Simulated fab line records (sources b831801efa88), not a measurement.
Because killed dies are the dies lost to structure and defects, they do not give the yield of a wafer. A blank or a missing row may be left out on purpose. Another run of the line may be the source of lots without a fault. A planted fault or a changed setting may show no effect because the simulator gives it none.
fab line records	flow sky130
[record] lots = 13	wafers = 39	lastDay = 50
route steps=708 shown VT_ADJUST_HVTR@139 SONOS_ONO@182 LDD_N@251 LDD_HVP@287 PAD_OPEN@708
lots that met no fault: from a run of the same line without faults
startH: hours from the record's opening day to when the first of the lot's shown wafers began	waitH: hours elapsed since this lot's preceding step	" repeats the value in the row above	L1.1+2: a row that stands for several wafers	- either no value or no given start	* or withheld: withheld	< > ~ a bound
route shown NAME@n: a module of which the file shows steps, and the number in the route of the first	usual: mean/standard deviation taken from wafers without a fault	same: alike in all rows	chamber/n: place in a boat	sites: readings site by site	_std_site: standard deviation across them	_edge_site: mean of outer sites minus mean of inner sites	radiusMm: how far each site lies from the wafer's centre	mask NAME#n: copy n	behind: the last tool/chamber to shape the wafer	hold: what put the lot on hold/how long, in hours/how the hold closed	device: the transistor (n, p or np) that didn't switch	end of line: tests run on the same wafers once the route is complete	a step with no rows: only its recipe	killed: dies lost to structure and defects at the first sort, not the wafer's yield	map: shows each die of a wafer: x if killed, . if not, _ if none is there
set.NAME: the setting the step ran with; set.NAME@STEP: the setting that earlier step ran with	model.NAME: the simulator's own value behind a step, which no gauge read
route steps across a sampled set of lots; one table per step, one row per wafer
services: when a tool's chamber went out of use (startH, in hours from the record's first day, below 0 if earlier), for how many hours, and the reason
[[steps]]
[step SKY_VT_ADJUST_HVTR_OVL_MEAS_08]
[usual] VT_ADJUST_HVTR_OVL = 0.0/1.5
lot.wafer	tool	chamber	startH	waitH	VT_ADJUST_HVTR_OVL[nm]
L507.1	overlay-02	-	203.74	0.1	-1.0
L507.2	"	-	"	"	0.9
L507.3	"	-	"	"	0.8
L508.3	overlay-01	-	213.15	0.1	-1.2
L508.4	"	-	"	"	-0.8
L508.5	"	-	"	"	-1.1
L509.1	overlay-02	-	220.18	0.1	1.7
L509.2	"	-	"	"	1.0
L509.4	"	-	"	"	0.7
L510.4	overlay-02	-	229.56	0.1	0.8
L510.5	"	-	"	"	0.2
L510.6	"	-	"	"	-0.1
L514.2	overlay-02	-	260.24	0.1	-1.1
L514.5	"	-	"	"	-2.0
L514.6	"	-	"	"	-1.8
L518.1	overlay-01	-	288.05	0.1	0.7
L518.3	"	-	"	"	-0.8
L518.6	"	-	"	"	0.3
L519.2	overlay-02	-	295.84	0.1	-3.0
L519.5	"	-	"	"	-4.1
L519.6	"	-	"	"	-3.4
L521.1	overlay-01	-	308.08	0.1	-0.8
L521.3	"	-	"	"	1.2
L521.4	"	-	"	"	1.4
L522.2	overlay-01	-	314.05	0.1	0.6
L522.3	"	-	"	"	1.3
L522.4	"	-	"	"	1.0
L525.1	overlay-01	-	340.09	0.1	-0.7
L525.2	"	-	"	"	-0.4
L525.4	"	-	"	"	-0.2
L526.2	overlay-01	-	344.30	0.1	0.1
L526.3	"	-	"	"	-0.4
L526.5	"	-	"	"	-1.2
L529.3	overlay-01	-	364.20	0.1	0.6
L529.4	"	-	"	"	2.1
L529.5	"	-	"	"	0.8
L530.3	overlay-01	-	375.15	0.1	0.7
L530.4	"	-	"	"	0.6
L530.5	"	-	"	"	-0.3
[step SKY_SONOS_ONO_OVL_MEAS_14]
[usual] SONOS_ONO_OVL = 1.1/1.1
lot.wafer	tool	chamber	startH	waitH	SONOS_ONO_OVL[nm]
L507.1	overlay-02	-	280.09	0.1	1.1
L507.2	"	-	"	"	0.8
L507.3	"	-	"	"	0.9
L508.3	overlay-01	-	291.84	0.1	0.4
L508.4	"	-	"	"	-0.3
L508.5	"	-	"	"	0.6
L509.1	overlay-02	-	302.18	0.1	0.2
L509.2	"	-	"	"	0.0
L509.4	"	-	"	"	1.9
L510.4	overlay-02	-	307.64	0.1	-0.3
L510.5	"	-	"	"	1.7
L510.6	"	-	"	"	3.1
L514.2	overlay-01	-	346.09	0.1	1.5
L514.5	"	-	"	"	1.3
L514.6	"	-	"	"	3.1
L518.1	overlay-01	-	375.94	0.1	0.6
L518.3	"	-	"	"	0.7
L518.6	"	-	"	"	1.2
L519.2	overlay-01	-	385.89	0.1	1.0
L519.5	"	-	"	"	0.2
L519.6	"	-	"	"	0.2
L521.1	overlay-01	-	398.64	0.1	1.7
L521.3	"	-	"	"	3.4
L521.4	"	-	"	"	1.7
L522.2	overlay-01	-	407.19	0.1	1.8
L522.3	"	-	"	"	1.4
L522.4	"	-	"	"	0.8
L525.1	overlay-02	-	433.68	0.1	2.4
L525.2	"	-	"	"	1.6
L525.4	"	-	"	"	0.8
L526.2	overlay-02	-	437.26	0.1	1.5
L526.3	"	-	"	"	0.9
L526.5	"	-	"	"	1.1
L529.3	overlay-02	-	459.50	0.1	2.6
L529.4	"	-	"	"	2.0
L529.5	"	-	"	"	2.1
L530.3	overlay-01	-	471.10	0.1	2.6
L530.4	"	-	"	"	1.6
L530.5	"	-	"	"	0.4
[step SKY_LDD_N_IMPLANT_14]
[recipe] species = BF2	energyKev = 50	doseCm2 = 5e+12	tiltDeg = 30	rotationDeg = 180
[usual] beamEnergyKeV = 49.999/0.015	faradayCurrentUA = 28.2/0.59
lot.wafer	tool	chamber	startH	waitH	beamEnergyKeV	faradayCurrentUA
L507.1	implanter-04	0	403.40	0.1	49.999	28.6
L507.2	"	0	"	"	49.988	28.3
L507.3	"	0	"	"	49.985	28.0
L508.3	implanter-04	0	417.79	0.1	49.988	28.7
L508.4	"	0	"	"	49.978	28.5
L508.5	"	0	"	"	49.975	28.2
L509.1	implanter-02	0	428.80	0.1	50.029	29.4
L509.2	"	0	"	"	50.007	28.9
L509.4	"	0	"	"	50.017	28.1
L510.4	implanter-04	0	435.47	0.1	50.000	27.3
L510.5	"	0	"	"	50.001	26.9
L510.6	"	0	"	"	50.012	28.8
L514.2	implanter-04	0	474.42	0.1	49.997	29.0
L514.5	"	0	"	"	49.999	28.4
L514.6	"	0	"	"	49.976	27.8
L518.1	implanter-04	0	508.89	0.1	47.545	27.1
L518.3	"	0	"	"	47.520	26.6
L518.6	"	0	"	"	47.523	28.7
L519.2	implanter-04	0	517.93	0.1	47.544	28.0
L519.5	"	0	"	"	47.534	28.0
L519.6	"	0	"	"	47.522	27.8
L521.1	implanter-02	0	534.79	0.1	49.988	28.7
L521.3	"	0	"	"	49.990	27.1
L521.4	"	0	"	"	50.022	28.6
L522.2	implanter-01	0	550.37	0.1	50.009	28.3
L522.3	"	0	"	"	49.996	27.2
L522.4	"	0	"	"	49.988	27.7
L525.1	implanter-01	0	563.15	0.1	49.996	28.3
L525.2	"	0	"	"	50.015	28.8
L525.4	"	0	"	"	49.995	28.8
L526.2	implanter-01	0	569.32	0.1	50.016	28.3
L526.3	"	0	"	"	50.010	27.6
L526.5	"	0	"	"	49.991	28.3
L529.3	implanter-04	0	590.90	0.1	49.992	28.7
L529.4	"	0	"	"	49.976	28.4
L529.5	"	0	"	"	49.969	29.9
L530.3	implanter-02	0	602.95	0.1	50.009	27.8
L530.4	"	0	"	"	49.993	28.5
L530.5	"	0	"	"	49.997	28.0
[step SKY_LDD_HVP_STRIP_09]
[recipe] chemistry = O2/N2	powerW = 1400	pressureMtorr = 1500	platenTempC = withheld	o2FlowSccm = 3000	n2FlowSccm = 300	overashFraction = 0.5
[usual] drypumpMotorCurrentA = 5.5/0.45	oesProductAu = 0.409/0.0041	stripTimeToEndpointS = 4.132/0.015
lot.wafer	tool	chamber	startH	waitH	drypumpMotorCurrentA	oesProductAu	rfHoursCounterH	stripTimeToEndpointS
L507.1	plasmaAsher-01	1	496.25	0.1	6.5	0.414	36	4.149
L507.2	"	0	"	"	5.3	0.402	36	4.135
L507.3	"	1	"	"	6.5	0.412	-	4.131
L508.3	plasmaAsher-04	1	511.54	0.1	5.7	0.404	-	4.116
L508.4	"	0	"	"	5.0	0.411	-	4.131
L508.5	"	0	"	"	5.0	0.411	-	4.131
L509.1	plasmaAsher-03	1	523.10	0.1	5.2	0.414	9	4.111
L509.2	"	0	"	"	5.6	0.411	9	4.130
L509.4	"	1	"	"	5.1	0.412	-	4.124
L510.4	plasmaAsher-03	0	529.54	0.1	5.6	0.406	-	4.153
L510.5	"	0	"	"	5.6	0.408	-	4.144
L510.6	"	1	"	"	5.1	0.407	-	4.142
L514.2	plasmaAsher-04	0	566.55	0.1	5.1	0.418	71	4.132
L514.5	"	1	"	"	5.7	0.410	-	4.121
L514.6	"	0	"	"	5.0	0.409	-	4.117
L518.1	plasmaAsher-04	1	600.60	0.1	5.7	0.406	74	4.146
L518.3	"	0	"	"	5.0	0.406	-	4.130
L518.6	"	1	"	"	5.7	0.410	-	4.116
L519.2	plasmaAsher-04	0	609.75	0.1	5.0	0.406	75	4.121
L519.5	"	1	"	"	5.7	0.413	-	4.126
L519.6	"	0	"	"	5.1	0.400	-	4.103
L521.1	plasmaAsher-04	1	621.09	0.1	5.7	0.410	76	4.141
L521.3	"	1	"	"	5.7	0.406	-	4.143
L521.4	"	0	"	"	5.0	0.413	-	4.138
L522.2	plasmaAsher-03	0	638.85	0.1	5.5	0.410	21	4.137
L522.3	"	1	"	"	5.1	0.404	-	4.120
L522.4	"	0	"	"	5.6	0.418	-	4.134
L525.1	plasmaAsher-01	1	653.49	0.1	6.5	0.408	52	4.146
L525.2	"	0	"	"	5.3	0.409	52	4.119
L525.4	"	0	"	"	5.3	0.402	-	4.136
L526.2	plasmaAsher-04	0	657.40	0.1	5.0	0.418	80	4.136
L526.3	"	1	"	"	5.6	0.409	-	4.122
L526.5	"	0	"	"	5.0	0.408	-	4.129
L529.3	plasmaAsher-01	1	678.12	0.1	6.5	0.411	-	4.151
L529.4	"	0	"	"	5.3	0.410	-	4.144
L529.5	"	1	"	"	6.5	0.402	-	4.134
L530.3	plasmaAsher-03	0	690.07	0.1	5.6	0.414	-	4.101
L530.4	"	1	"	"	5.1	0.404	-	4.132
L530.5	"	0	"	"	5.6	0.410	-	4.138
[step SKY_PAD_OPEN_PROBE_99]
[usual] killed_at_M0_to_M3 = 42/7.2	killed_at_M4_up = 3.5/1.8	killedAtContacts = 25/5.7	killedAtFrontEnd = 16/4.6	killedAtOther = 0.2/0.41	killedDies = 86/9.3	killedOnRim = 17/3.9	killedOpen = 47/6.3	killedShort = 39/5.9
[same] grossDies = 492	killedAtBackSide = 0
lot.wafer	tool	chamber	startH	waitH	killed_at_M0_to_M3	killed_at_M4_up	killedAtContacts	killedAtFrontEnd	killedAtOther	killedDies	killedOnRim	killedOpen	killedShort
L507.1	prober-02	-	1077.43	0.1	56	2	23	16	0	97	11	52	45
L507.2	prober-02	-	1077.48	0.1	45	2	23	13	0	83	15	33	50
L507.3	prober-02	-	1077.53	0.2	48	1	14	22	0	85	15	40	45
L508.3	prober-01	-	1093.00	0.2	47	5	17	16	0	85	24	46	39
L508.4	prober-01	-	1093.05	0.2	62	4	23	7	1	97	16	55	42
L508.5	prober-01	-	1093.10	0.2	38	6	26	20	0	90	15	48	42
L509.1	prober-02	-	1097.32	0.1	42	3	32	18	0	95	16	51	44
L509.2	prober-02	-	1097.37	0.1	43	6	42	13	0	104	26	57	47
L509.4	prober-02	-	1097.47	0.2	41	3	27	16	0	87	13	49	38
L510.4	prober-02	-	1101.24	0.2	44	5	18	13	0	80	14	43	37
L510.5	prober-02	-	1101.29	0.2	33	1	21	13	0	68	11	40	28
L510.6	prober-02	-	1101.34	0.2	35	4	20	15	0	74	18	42	32
L514.2	prober-02	-	1125.67	0.1	49	3	23	18	0	93	17	52	41
L514.5	prober-02	-	1125.82	0.2	44	2	29	10	0	85	15	49	36
L514.6	prober-02	-	1125.87	0.2	32	4	39	17	1	93	16	54	39
L518.1	prober-02	-	1146.49	0.1	42	3	33	10	0	88	21	49	39
L518.3	prober-02	-	1146.59	0.2	37	3	18	14	0	72	19	39	33
L518.6	prober-02	-	1146.74	0.2	35	4	25	20	0	84	13	45	39
L519.2	prober-01	-	1152.04	0.1	43	3	27	10	0	83	14	47	36
L519.5	prober-01	-	1152.19	0.2	42	5	19	19	1	86	15	49	37
L519.6	prober-01	-	1152.24	0.2	38	5	35	15	0	93	16	52	41
L521.1	prober-01	-	1163.98	0.1	42	4	26	4	0	76	12	40	36
L521.3	prober-01	-	1164.08	0.2	55	5	22	12	1	95	20	49	46
L521.4	prober-01	-	1164.13	0.2	39	3	29	14	0	85	14	40	45
L522.2	prober-02	-	1169.88	0.1	24	3	30	17	0	74	8	45	29
L522.3	prober-02	-	1169.93	0.2	46	3	35	19	0	103	17	56	47
L522.4	prober-02	-	1169.98	0.2	45	3	27	31	0	106	24	60	46
L525.1	prober-01	-	1182.02	0.1	36	1	23	18	1	79	12	46	33
L525.2	prober-01	-	1182.07	0.1	29	2	41	16	1	89	13	47	42
L525.4	prober-01	-	1182.17	0.2	38	1	30	15	0	84	11	42	42
L526.2	prober-02	-	1183.40	0.1	43	3	24	15	0	85	21	47	38
L526.3	prober-02	-	1183.45	0.2	44	4	13	19	0	80	16	52	28
L526.5	prober-02	-	1183.55	0.2	51	1	24	21	0	97	15	47	50
L529.3	prober-01	-	1193.69	0.2	38	4	20	23	0	85	18	47	38
L529.4	prober-01	-	1193.74	0.2	38	5	26	7	0	76	21	45	31
L529.5	prober-01	-	1193.79	0.2	47	3	23	18	0	91	19	47	44
L530.3	prober-02	-	1200.72	0.2	42	3	15	15	0	75	15	45	30
L530.4	prober-02	-	1200.77	0.2	34	4	26	4	0	68	11	46	22
L530.5	prober-02	-	1200.82	0.2	40	3	26	10	1	80	14	48	32
// killed by level:class
L507.1 VIA1:geometricParticle:open=15 VIA2:geometricParticle:open=9 CONTACT:geometricParticle:open=7 METAL3:geometricParticle:short=7 METAL2:geometricParticle:short=6 VIA3:geometricParticle:open=6 POLY_GATE:geometricParticle:open=5 LOCAL_INTERCONNECT:geometricParticle:short=5
L507.2 METAL1:geometricParticle:short=8 METAL3:geometricParticle:short=7 CONTACT:geometricParticle:short=7 METAL2:geometricParticle:short=7 CONTACT:geometricParticle:open=6 VIA1:geometricParticle:open=6 VIA2:geometricParticle:open=4 VIA1:geometricParticle:short=4
L507.3 METAL1:geometricParticle:short=7 VIA1:geometricParticle:open=7 METAL2:geometricParticle:short=7 VIA2:geometricParticle:open=6 FIELD_ISO:geometricParticle:short=5 METAL3:geometricParticle:short=5 LI_CONTACT:geometricParticle:open=4 POLY_GATE:geometricParticle:short=4
L508.3 VIA1:geometricParticle:open=17 METAL1:geometricParticle:short=6 VIA3:geometricParticle:open=6 LI_CONTACT:geometricParticle:open=5 VIA3:geometricParticle:short=5 FIELD_ISO:geometricParticle:short=4 CONTACT:geometricParticle:short=4 VIA1:geometricParticle:short=4
L508.4 LI_CONTACT:geometricParticle:open=12 VIA3:geometricParticle:open=12 VIA1:geometricParticle:open=11 METAL1:geometricParticle:short=9 VIA1:geometricParticle:short=9 VIA2:geometricParticle:open=7 METAL2:geometricParticle:short=6 CONTACT:geometricParticle:open=5
L508.5 CONTACT:geometricParticle:open=12 VIA1:geometricParticle:open=7 METAL2:geometricParticle:short=7 VIA3:geometricParticle:open=6 SPACER:geometricParticle:short=6 CONTACT:geometricParticle:short=6 VIA2:geometricParticle:open=6 METAL1:geometricParticle:short=5
L509.1 CONTACT:geometricParticle:open=13 VIA1:geometricParticle:open=10 CONTACT:geometricParticle:short=9 METAL2:geometricParticle:short=8 FIELD_ISO:geometricParticle:open=7 LOCAL_INTERCONNECT:geometricParticle:short=6 VIA2:geometricParticle:open=6 VIA1:geometricParticle:short=5
L509.2 CONTACT:geometricParticle:open=24 METAL2:geometricParticle:short=9 VIA3:geometricParticle:open=7 LOCAL_INTERCONNECT:geometricParticle:short=7 METAL4:geometricParticle:short=6 POLY_GATE:geometricParticle:open=5 CONTACT:geometricParticle:short=5 METAL3:geometricParticle:short=5
L509.4 CONTACT:geometricParticle:open=10 VIA1:geometricParticle:open=10 VIA3:geometricParticle:open=7 CONTACT:geometricParticle:short=5 METAL2:geometricParticle:short=5 METAL3:geometricParticle:short=5 POLY_GATE:geometricParticle:open=4 LI_CONTACT:geometricParticle:open=4
L510.4 VIA1:geometricParticle:open=11 VIA1:geometricParticle:short=7 VIA2:geometricParticle:open=7 CONTACT:geometricParticle:open=6 CONTACT:geometricParticle:short=5 LI_CONTACT:geometricParticle:open=4 METAL2:geometricParticle:short=4 VIA2:geometricParticle:short=4
L510.5 CONTACT:geometricParticle:open=10 VIA2:geometricParticle:open=7 METAL1:geometricParticle:short=5 VIA1:geometricParticle:open=5 METAL2:geometricParticle:short=5 FIELD_ISO:geometricParticle:open=4 POLY_GATE:geometricParticle:open=4 LOCAL_INTERCONNECT:geometricParticle:short=4
L510.6 VIA1:geometricParticle:open=8 CONTACT:geometricParticle:open=7 LI_CONTACT:geometricParticle:open=6 METAL1:geometricParticle:short=6 FIELD_ISO:geometricParticle:open=5 VIA2:geometricParticle:open=5 FIELD_ISO:geometricParticle:short=4 VIA1:geometricParticle:short=4
L514.2 VIA2:geometricParticle:open=11 VIA1:geometricParticle:open=9 CONTACT:geometricParticle:open=8 METAL1:geometricParticle:short=7 LI_CONTACT:geometricParticle:open=6 FIELD_ISO:geometricParticle:open=5 VIA1:geometricParticle:short=5 LOCAL_INTERCONNECT:geometricParticle:short=4
L514.5 VIA1:geometricParticle:open=15 CONTACT:geometricParticle:open=12 LI_CONTACT:geometricParticle:open=7 METAL2:geometricParticle:short=6 METAL1:geometricParticle:short=5 VIA1:geometricParticle:short=5 VIA3:geometricParticle:open=4 VIA2:geometricParticle:open=4
L514.6 CONTACT:geometricParticle:open=14 LI_CONTACT:geometricParticle:open=10 VIA2:geometricParticle:open=7 CONTACT:geometricParticle:short=6 LOCAL_INTERCONNECT:geometricParticle:short=6 VIA3:geometricParticle:open=5 FIELD_ISO:geometricParticle:short=4 POLY_GATE:geometricParticle:open=4
L518.1 CONTACT:geometricParticle:open=16 VIA1:geometricParticle:open=10 METAL1:geometricParticle:short=8 VIA2:geometricParticle:open=7 LI_CONTACT:geometricParticle:open=6 CONTACT:geometricParticle:short=6 METAL2:geometricParticle:short=5 METAL1:geometricParticle:open=3
L518.3 CONTACT:geometricParticle:open=12 VIA1:geometricParticle:open=8 VIA1:geometricParticle:short=6 METAL2:geometricParticle:short=6 VIA3:geometricParticle:open=5 POLY_GATE:geometricParticle:short=4 METAL1:geometricParticle:short=4 FIELD_ISO:geometricParticle:short=3
L518.6 VIA1:geometricParticle:open=9 CONTACT:geometricParticle:open=9 CONTACT:geometricParticle:short=8 FIELD_ISO:geometricParticle:short=5 FIELD_ISO:geometricParticle:open=5 POLY_GATE:geometricParticle:short=5 METAL1:geometricParticle:short=5 LI_CONTACT:geometricParticle:open=4
L519.2 CONTACT:geometricParticle:open=14 METAL1:geometricParticle:short=7 VIA2:geometricParticle:open=7 VIA3:geometricParticle:open=6 POLY_GATE:geometricParticle:short=4 LI_CONTACT:geometricParticle:open=4 VIA1:geometricParticle:open=4 METAL2:geometricParticle:short=4
L519.5 VIA1:geometricParticle:open=10 VIA3:geometricParticle:open=9 VIA2:geometricParticle:open=7 LOCAL_INTERCONNECT:geometricParticle:short=5 POLY_GATE:geometricParticle:short=5 FIELD_ISO:geometricParticle:open=4 FIELD_ISO:geometricParticle:short=4 LI_CONTACT:geometricParticle:open=4
L519.6 VIA1:geometricParticle:open=13 LI_CONTACT:geometricParticle:open=11 CONTACT:geometricParticle:open=9 LOCAL_INTERCONNECT:geometricParticle:short=5 CONTACT:geometricParticle:short=5 FIELD_ISO:geometricParticle:short=4 POLY_GATE:geometricParticle:short=4 METAL2:geometricParticle:short=4
L521.1 CONTACT:geometricParticle:open=11 VIA1:geometricParticle:open=8 METAL2:geometricParticle:short=7 VIA3:geometricParticle:open=6 CONTACT:geometricParticle:short=5 METAL1:geometricParticle:short=5 VIA2:geometricParticle:short=5 LI_CONTACT:geometricParticle:open=3
L521.3 VIA1:geometricParticle:open=15 METAL2:geometricParticle:short=9 VIA2:geometricParticle:open=7 LI_CONTACT:geometricParticle:open=6 CONTACT:geometricParticle:open=6 VIA1:geometricParticle:short=6 CONTACT:geometricParticle:short=5 METAL1:geometricParticle:short=5
L521.4 LI_CONTACT:geometricParticle:open=9 LOCAL_INTERCONNECT:geometricParticle:short=8 VIA3:geometricParticle:open=7 CONTACT:geometricParticle:open=6 VIA1:geometricParticle:open=6 METAL3:geometricParticle:short=5 VIA2:geometricParticle:short=5 FIELD_ISO:geometricParticle:open=4
L522.2 CONTACT:geometricParticle:open=12 LI_CONTACT:geometricParticle:open=8 VIA1:geometricParticle:open=7 LOCAL_INTERCONNECT:geometricParticle:short=5 VIA3:geometricParticle:open=5 POLY_GATE:geometricParticle:open=4 CONTACT:geometricParticle:short=4 FIELD_ISO:geometricParticle:short=3
L522.3 CONTACT:geometricParticle:open=19 VIA1:geometricParticle:open=12 POLY_GATE:geometricParticle:short=7 FIELD_ISO:geometricParticle:short=6 VIA2:geometricParticle:open=6 METAL2:geometricParticle:short=6 CONTACT:geometricParticle:short=6 VIA1:geometricParticle:short=5
L522.4 VIA3:geometricParticle:open=15 CONTACT:geometricParticle:open=10 FIELD_ISO:geometricParticle:short=9 POLY_GATE:geometricParticle:short=8 VIA1:geometricParticle:open=7 VIA2:geometricParticle:open=7 POLY_GATE:geometricParticle:open=6 FIELD_ISO:geometricParticle:open=5
L525.1 CONTACT:geometricParticle:open=10 VIA1:geometricParticle:open=8 VIA2:geometricParticle:open=8 VIA1:geometricParticle:short=7 LOCAL_INTERCONNECT:geometricParticle:short=5 METAL2:geometricParticle:short=5 FIELD_ISO:geometricParticle:short=4 POLY_GATE:geometricParticle:open=4
L525.2 LI_CONTACT:geometricParticle:open=12 LI_CONTACT:geometricParticle:short=8 CONTACT:geometricParticle:short=8 FIELD_ISO:geometricParticle:open=7 CONTACT:geometricParticle:open=6 VIA1:geometricParticle:open=6 VIA3:geometricParticle:open=6 LOCAL_INTERCONNECT:geometricParticle:short=5
L525.4 LI_CONTACT:geometricParticle:open=9 VIA1:geometricParticle:open=9 LOCAL_INTERCONNECT:geometricParticle:short=8 CONTACT:geometricParticle:open=8 VIA1:geometricParticle:short=7 VIA3:geometricParticle:open=6 METAL2:geometricParticle:short=5 FIELD_ISO:geometricParticle:short=4
L526.2 VIA1:geometricParticle:open=11 LI_CONTACT:geometricParticle:open=9 CONTACT:geometricParticle:open=7 VIA2:geometricParticle:open=7 FIELD_ISO:geometricParticle:short=5 VIA1:geometricParticle:short=4 METAL2:geometricParticle:short=4 LI_CONTACT:geometricParticle:short=3
L526.3 VIA1:geometricParticle:open=11 LI_CONTACT:geometricParticle:open=7 POLY_GATE:geometricParticle:open=6 VIA3:geometricParticle:open=6 VIA2:geometricParticle:open=6 FIELD_ISO:geometricParticle:short=4 POLY_GATE:geometricParticle:short=4 VIA3:geometricParticle:short=4
L526.5 VIA1:geometricParticle:open=11 VIA1:geometricParticle:short=7 VIA2:geometricParticle:open=7 LI_CONTACT:geometricParticle:open=6 METAL2:geometricParticle:short=6 VIA3:geometricParticle:short=5 POLY_GATE:geometricParticle:short=5 LOCAL_INTERCONNECT:geometricParticle:short=5
L529.3 VIA1:geometricParticle:open=17 FIELD_ISO:geometricParticle:short=7 LI_CONTACT:geometricParticle:open=7 POLY_GATE:geometricParticle:short=5 FIELD_ISO:geometricParticle:open=4 CONTACT:geometricParticle:short=4 CONTACT:geometricParticle:open=4 VIA2:geometricParticle:open=4
L529.4 CONTACT:geometricParticle:open=10 VIA1:geometricParticle:open=10 VIA3:geometricParticle:open=8 LI_CONTACT:geometricParticle:open=6 LOCAL_INTERCONNECT:geometricParticle:short=5 METAL2:geometricParticle:short=4 VIA2:geometricParticle:short=4 VIA2:geometricParticle:open=4
L529.5 VIA1:geometricParticle:open=11 VIA2:geometricParticle:open=9 CONTACT:geometricParticle:open=7 CONTACT:geometricParticle:short=7 VIA1:geometricParticle:short=6 VIA3:geometricParticle:open=6 FIELD_ISO:geometricParticle:short=5 FIELD_ISO:geometricParticle:open=5
L530.3 VIA2:geometricParticle:open=10 VIA1:geometricParticle:open=9 METAL1:geometricParticle:short=7 VIA3:geometricParticle:open=6 FIELD_ISO:geometricParticle:short=5 FIELD_ISO:geometricParticle:open=4 CONTACT:geometricParticle:open=4 VIA1:geometricParticle:short=4
L530.4 VIA1:geometricParticle:open=12 CONTACT:geometricParticle:open=9 LI_CONTACT:geometricParticle:open=9 VIA2:geometricParticle:open=7 VIA3:geometricParticle:short=4 LOCAL_INTERCONNECT:geometricParticle:short=4 VIA3:geometricParticle:open=4 METAL4:geometricParticle:short=3
L530.5 VIA1:geometricParticle:open=9 CONTACT:geometricParticle:open=9 VIA2:geometricParticle:open=8 METAL1:geometricParticle:short=6 LI_CONTACT:geometricParticle:open=6 CONTACT:geometricParticle:short=6 VIA3:geometricParticle:open=6 LOCAL_INTERCONNECT:geometricParticle:short=3
[[services]]
tool	chamber	startH	hours	kind
implanter-01	-	391.51	6.7	repair
implanter-04	-	398.60	2.7	repair
implanter-04	-	408.61	0.6	repair
plasmaAsher-03	-	421.25	9.0	pm
plasmaAsher-03	0	421.25	9.0	ventCycle
plasmaAsher-03	1	421.25	9.0	ventCycle
plasmaAsher-03	0	430.25	-	clean
plasmaAsher-03	1	430.25	-	clean
implanter-02	-	434.28	6.0	repair
plasmaAsher-03	-	438.06	2.0	repair
plasmaAsher-01	-	439.25	2.6	repair
implanter-04	-	475.84	3.1	pm
implanter-02	-	497.25	0.5	repair
implanter-02	-	556.85	12.1	pm
implanter-01	-	570.87	5.2	repair
implanter-04	-	574.46	1.0	repair
implanter-02	-	577.02	1.0	repair
implanter-01	-	577.88	3.2	pm
implanter-02	-	579.37	2.8	repair
implanter-02	-	604.51	13.1	pm
plasmaAsher-03	-	658.06	9.0	repair
[[key]]
[firstSign] step = SKY_LDD_N_IMPLANT_14	reading = beamEnergyKeV	direction = down	sigmas = 99+	usual = *	struck = *
effect none on later readings
metAt SKY_LDD_N_IMPLANT_14
struckLots L518,L519
testerLeftOut L518,L519
notActingAt SKY_VT_ADJUST_HVTR_OVL_MEAS_08,SKY_SONOS_ONO_OVL_MEAS_14,SKY_LDD_HVP_STRIP_09
onsetBetween 474.42 508.89
[fault] kind = processParameterDrift	tool = implanter-04	chamber = -	onsetH = 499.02	steps = SKY_LDD_N_IMPLANT_14	channel = energyKev	offset = *	shape = step	endH = 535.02	actsIn = *	stated = *
// testerLeftOut: of these lots the tester's yield and bins aren't shown, on N5 and GAA mostly nor the transistor test; their killed dies are dies lost to structure and defects alone, not to doping, threshold or leakage, so they don't give the yield
